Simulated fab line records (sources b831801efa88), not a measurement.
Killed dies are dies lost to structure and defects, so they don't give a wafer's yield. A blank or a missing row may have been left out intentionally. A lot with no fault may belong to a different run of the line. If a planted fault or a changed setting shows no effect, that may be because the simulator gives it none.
Problem report, 8D (eight disciplines) form, completed by code	flow gf180mcu	the parts of the form that need people (team, actions taken, sign-off) are left out

1. WHAT WENT WRONG
developer temp C at GF_M4_DEVELOP_13 reads a mean of 21.79 C on 6 wafers of 2 lots; wafers without a fault read 21.02 C with a standard deviation of 0.098. That is +7.9 standard deviations from the usual mean.
The step: develop time 60 s.
Seen first at day 27 01:29 on litho track-02, wafer L541.1. At this step, 39 wafers from 13 lots have a number in the record. The rule behind "out" and "out of limits": a value lying over 4 standard deviations away from the usual mean. Any other wafer with a number is counted as sound.

2. WHAT THIS IS AND IS NOT
question	is	is not
which readings at this step	developer temp C	-
which lots	L541, L543	L530, L531, L534, L535, L536, L537, L538, L548, L549, L552, L553
which wafers of those lots	all that have a number	-
read on which tools	litho track-02	litho track-03, litho track-04
when	from day 27 01:29	up to then (21 sound wafers); but 12 sound wafers of L548, L549, L552, L553 came after

3. SUSPECTS, AND WHAT RULES EACH OUT
Counting: a tool at a process step up to the reading stays a suspect if it ran every lot that is out and no sound lot after the first of them.
- litho track-02 at GF_M4_DEVELOP_13 (develop time 60 s): ruled out as a lasting fault. After its first lot that is out, L541 (day 27 01:29), sound lots L552 ran on it.
Left after counting: nothing in the record.

4. THE CAUSE (what the simulator had put in)
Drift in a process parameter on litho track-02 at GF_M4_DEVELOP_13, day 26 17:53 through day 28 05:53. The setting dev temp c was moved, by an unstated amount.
Counting ruled it out, wrongly.

5. SEQUENCE OF EFFECTS, ordered by route
Each row: a reading whose mean over the struck wafers that have a number lies more than 3 standard deviations from the usual. Only readings for which the record gives a usual standard deviation are gone through. hours: the time from each lot's start at the first step in this table that gives one to its start at this step, as a median over the lots. sigmas: the change in usual standard deviations.
hours	step	reading	usual	on struck wafers	change	sigmas
0	GF_M4_DEVELOP_13	developer temp C	21.02 C	21.79	+0.77	+7.9
The process steps in it:
- GF_M4_DEVELOP_13: develop time 60 s.

6. WHAT WOULD HAVE CAUGHT IT SOONER
8 hours passed between the start of the fault at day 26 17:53 and the first reading out of limits in this record, taken at day 27 01:29.
